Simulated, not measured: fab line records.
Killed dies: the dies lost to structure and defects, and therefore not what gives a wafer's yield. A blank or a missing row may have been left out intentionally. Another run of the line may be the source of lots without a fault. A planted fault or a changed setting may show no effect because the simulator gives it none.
Chamber matching | flow sky130 | SKY_VIA1_CMP_02 on cmp-02: 4 sister chambers
The step polishes SiO2. 4 wafers are shown with their chamber, then 7 later ones without.

## WAFERS WITH THEIR CHAMBER
wafer  | chamber | motorCurrentA (A)
L499.6 | 3       | 14.3
L504.5 | 0       | 11.4
L507.4 | 2       | 13.8
L507.5 | 1       | 11.7

## WAFERS WITHOUT THEIR CHAMBER
wafer  | motorCurrentA (A)
L507.6 | 11.5
L510.2 | 11.5
L510.3 | 11.2
L510.4 | 14.0
L514.1 | 11.5
L514.3 | 12.0
L514.6 | 13.9

## THE CHAMBER EACH PASSED THROUGH
wafer  | from the rows above     | in truth
L507.6 | can't be placed: 0 or 1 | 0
L510.2 | can't be placed: 0 or 1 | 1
L510.3 | can't be placed: 0 or 1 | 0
L510.4 | can't be placed: 2 or 3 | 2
L514.1 | can't be placed: 0 or 1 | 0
L514.3 | can't be placed: 1 or 0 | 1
L514.6 | can't be placed: 2 or 3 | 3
Placed correctly: 0 of 7. Not placeable from these rows: 7 (in 7, the candidates include the true chamber). Wrongly placed: 0.
How it was worked out, from the rows above alone: a wafer's distance from a chamber is the root of the sum, over the readings, of the square of ((its reading less the chamber's mean) divided by the reading's scatter). If the next closest chamber is less than 2 further off than the closest, the wafer can't be placed; otherwise it belongs to the closest. The mean given for a chamber averages the wafers shown for that chamber. The scatter: root of mean squared gap, hidden wafer to nearest shown wafer, with one shown wafer a chamber.
